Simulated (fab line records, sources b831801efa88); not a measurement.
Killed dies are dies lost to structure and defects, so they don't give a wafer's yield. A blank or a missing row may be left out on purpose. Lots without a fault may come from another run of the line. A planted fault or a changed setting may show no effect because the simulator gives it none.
Which tool did it? | flow gf180mcu | 7 lots, 21 wafers sampled, at 3 steps of a route of 602

WHAT THE GAUGES READ, wafer by wafer
GF_PSD_CD_MEAS_07: target cd 400 nm.
lot  | measured     | on        | cd_nm (nm)
L144 | day 14 15:35 | cd_sem-02 | 400.6 400.8 397.8
L146 | day 15 12:15 | cd_sem-02 | 399.4 401.4 398.8
L151 | day 17 22:01 | cd_sem-02 | 402.9 402.0 402.8
L153 | day 18 16:49 | cd_sem-01 | 402.0 401.3 402.0
L157 | day 19 10:55 | cd_sem-02 | 399.9 399.5 401.8
L159 | day 20 15:11 | cd_sem-02 | - - -
L165 | day 22 05:37 | cd_sem-01 | 402.1 402.0 402.2

WHICH TOOL RAN EACH LOT (tool, then ch and the chambers of the sampled wafers, then the start)
lot  | GF_VT_IMPLANT_STRIP_42               | GF_PSD_COAT_02
L144 | plasma_asher-04 ch 0,1, day 7 21:46  | litho_track-03 ch 0, day 14 04:58
L146 | plasma_asher-02 ch 0,1, day 8 15:02  | litho_track-03 ch 0, day 15 01:43
L151 | plasma_asher-02 ch 1, day 10 14:24   | litho_track-01 ch 0, day 17 10:49
L153 | plasma_asher-03 ch 0,1, day 11 01:59 | litho_track-04 ch 0, day 18 05:03
L157 | plasma_asher-04 ch 0,1, day 11 14:41 | litho_track-04 ch 0, day 18 22:39
L159 | plasma_asher-04 ch 0,1, day 12 15:41 | litho_track-03, day 20 02:33
L165 | plasma_asher-02 ch 1, day 14 00:31   | litho_track-03 ch 0, day 21 17:53
- GF_VT_IMPLANT_STRIP_42: strips in O2/N2.
- GF_PSD_COAT_02: resist thk 1000 nm.

THE ANSWER, worked out from the rows above alone
Rule: what is usual is taken from the lots themselves. Put in order of their means at a reading, lots are off if they are a third of the lots or fewer, leave a main group of 4 or more, and stand apart from it by a gap of 3 or more times the standard deviation of the main group's means; of several such gaps the widest counts. A main group whose means are all the same, to the digits that the tables above print for the reading, isn't used. A lot without any number at a reading at which 4 lots or more have one is off too. The other lots that the step has rows for count as sound.
Off: L159, at GF_PSD_CD_MEAS_07 (cd_nm). Without a number there: L159. The main group: mean 401.1 nm, standard deviation 1.1.
A tool fits if, at a process step before that reading, it ran every lot that is off, and no sound lot after the first of them. The gauges at GF_PSD_CD_MEAS_07 are tried like those tools. Can't be told from this: 2 tools fit, plasma_asher-04 at GF_VT_IMPLANT_STRIP_42, cd_sem-02 at GF_PSD_CD_MEAS_07.

WHAT THE SIMULATOR HAD PUT IN
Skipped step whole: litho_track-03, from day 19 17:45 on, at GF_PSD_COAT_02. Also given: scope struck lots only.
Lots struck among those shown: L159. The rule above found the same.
